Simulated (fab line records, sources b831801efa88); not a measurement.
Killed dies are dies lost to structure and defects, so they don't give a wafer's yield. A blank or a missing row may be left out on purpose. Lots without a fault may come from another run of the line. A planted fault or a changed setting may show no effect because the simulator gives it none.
Chamber matching | flow gf180mcu | GF_CONTACT_CMP_27 on cmp-01: 4 sister chambers
The step polishes, stops on SiO2, t overpolish 15 s, target thk 0 nm. 4 wafers are shown with their chamber, then 12 later ones without.

WAFERS WITH THEIR CHAMBER
wafer  | chamber | motor_current_A (A)
L089.5 | 3       | 10.6
L090.3 | 1       | 11.1
L092.4 | 2       | 12.1
L092.6 | 0       | 10.1

WAFERS WITHOUT THEIR CHAMBER
wafer  | motor_current_A (A)
L092.1 | 10.8
L092.2 | 11.7
L092.5 | 11.2
L093.2 | 10.4
L093.4 | 11.0
L093.5 | 10.1
L093.1 | 10.4
L093.3 | 11.9
L093.6 | 10.8
L094.1 | 11.2
L094.3 | 10.9
L094.5 | 10.1

WHICH CHAMBER EACH WENT THROUGH
wafer  | from the rows above     | in truth
L092.1 | can't be placed: 3 or 1 | 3
L092.2 | can't be placed: 2 or 1 | 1
L092.5 | 1                       | 1
L093.2 | can't be placed: 3 or 0 | 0
L093.4 | can't be placed: 1 or 3 | 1
L093.5 | 0                       | 0
L093.1 | can't be placed: 3 or 0 | 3
L093.3 | 2                       | 2
L093.6 | can't be placed: 3 or 1 | 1
L094.1 | 1                       | 1
L094.3 | can't be placed: 1 or 3 | 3
L094.5 | 0                       | 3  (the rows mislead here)
Placed correctly: 4 of 12. Can't be placed from these rows: 7 (the true chamber is among the candidates in 7). Placed wrongly: 1.
How it was worked out, from the rows above alone: a wafer's distance from a chamber is the root of the sum, over the readings, of the square of ((its reading less the chamber's mean) divided by the reading's scatter). The wafer belongs to the nearest chamber; if the next one is less than 2 further off, it can't be placed. A chamber's mean is the mean of its shown wafers. The scatter: with one shown wafer a chamber, the root of the mean of the squares of how far each hidden wafer lies from its nearest shown one.
